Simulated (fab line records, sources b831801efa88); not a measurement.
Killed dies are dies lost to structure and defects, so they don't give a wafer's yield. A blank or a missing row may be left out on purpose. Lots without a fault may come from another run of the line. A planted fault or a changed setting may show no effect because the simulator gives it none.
A struck lot beside a sound one | flow sky130 | 14 steps out of a route of 708
Sound: wafers L242.1, L242.5, L242.6. Struck: wafers L257.3, L257.4, L257.6. The cause comes at the end.
At each step with rows: each side's tool, then ch and its chambers, then its first start. Under that, the readings that differ: sound wafers | struck wafers | difference of the means | sigmas: that difference in standard deviations of wafers without a fault.
alike: readings whose means differ by less than 2 such deviations, and words and numbers that are the same on both sides. not compared: withheld readings, readings that some wafer has no value for, bounds like >300 that may hide the same value, and numbers for which the record gives no deviation and whose values overlap.
The two part at a step that has a row with sigmas, a row that says differs or no value, or rows on one side only. Numbers that don't overlap but have no deviation are shown without sigmas and don't part them. A reading that every wafer of one side lacks parts them only if that side has two wafers or more.

SKY_RES_XHIGH_STRIP_08: strips in O2/N2.
  sound on plasma_asher-01 ch 0,1, day 27 00:32; struck on plasma_asher-01 ch 0,1, day 31 17:58
  alike: drypump_motor_current_A, oes_product_au, strip_time_to_endpoint_s
  not compared: rf_hours_counter_h
SKY_RES_XHIGH_TW_MEAS_09:
  sound on film_metro-04, day 27 00:38; struck on film_metro-02, day 31 18:03
  reading      | sound          | struck         | difference | sigmas
  RES_XHIGH_TW | 1613 1623 1618 | 1649 1654 1647 | +32        | +2
then, 7 steps without rows for these wafers: SKY_SD_N_DEHYDRATE_00 (time 60 s); SKY_SD_N_HMDS_01 (prime time 60 s); SKY_SD_N_COAT_02 (resist thk 1140 nm); SKY_SD_N_SOFTBAKE_03 (time 60 s); SKY_SD_N_EXPOSE_04 (exposes mask NSDM, target cd 380 nm); SKY_SD_N_PEB_05; SKY_SD_N_DEVELOP_06 (develop time 60 s).
SKY_SD_N_CD_MEAS_07: target cd 380 nm.
  sound on cd_sem-01, day 28 05:11; struck on cd_sem-01, day 32 21:16
  alike: cd_nm
SKY_SD_N_OVL_MEAS_08:
  sound on overlay-01, day 28 05:18; struck on overlay-01, day 32 21:22
  alike: SD_N_OVL
then, 1 step without rows for these wafers: SKY_SD_N_IMPLANT_09.
SKY_SD_N_IMPLANT_10:
  sound on implanter-01 ch 0, day 28 05:29; struck on implanter-01 ch 0, day 32 21:35
  reading                   | sound                | struck               | difference | sigmas
  beam_energy_keV           | 19.998 20.005 20.008 | 21.540 21.548 21.547 | +1.541     | +99 or more
  model.implant.rp_nm (nm)  | 27.82 27.82 27.82    | 29.39 29.39 29.39    | +1.57      |
  model.implant.drp_nm (nm) | 13 13 13             | 13.6 13.6 13.6       | +0.6       |
  alike: tilt_deg
SKY_SD_N_STRIP_11: strips in O2/N2.
  sound on plasma_asher-01 ch 0,1, day 28 05:38; struck on plasma_asher-02 ch 0,1, day 32 21:43
  alike: drypump_motor_current_A, oes_product_au, strip_time_to_endpoint_s
  not compared: rf_hours_counter_h

WHERE THEY PART
First at SKY_RES_XHIGH_TW_MEAS_09; last, within this record, at SKY_SD_N_IMPLANT_10. Later steps at which nothing parts them and some readings are alike: SKY_SD_N_STRIP_11.

WHY: what the simulator had put in
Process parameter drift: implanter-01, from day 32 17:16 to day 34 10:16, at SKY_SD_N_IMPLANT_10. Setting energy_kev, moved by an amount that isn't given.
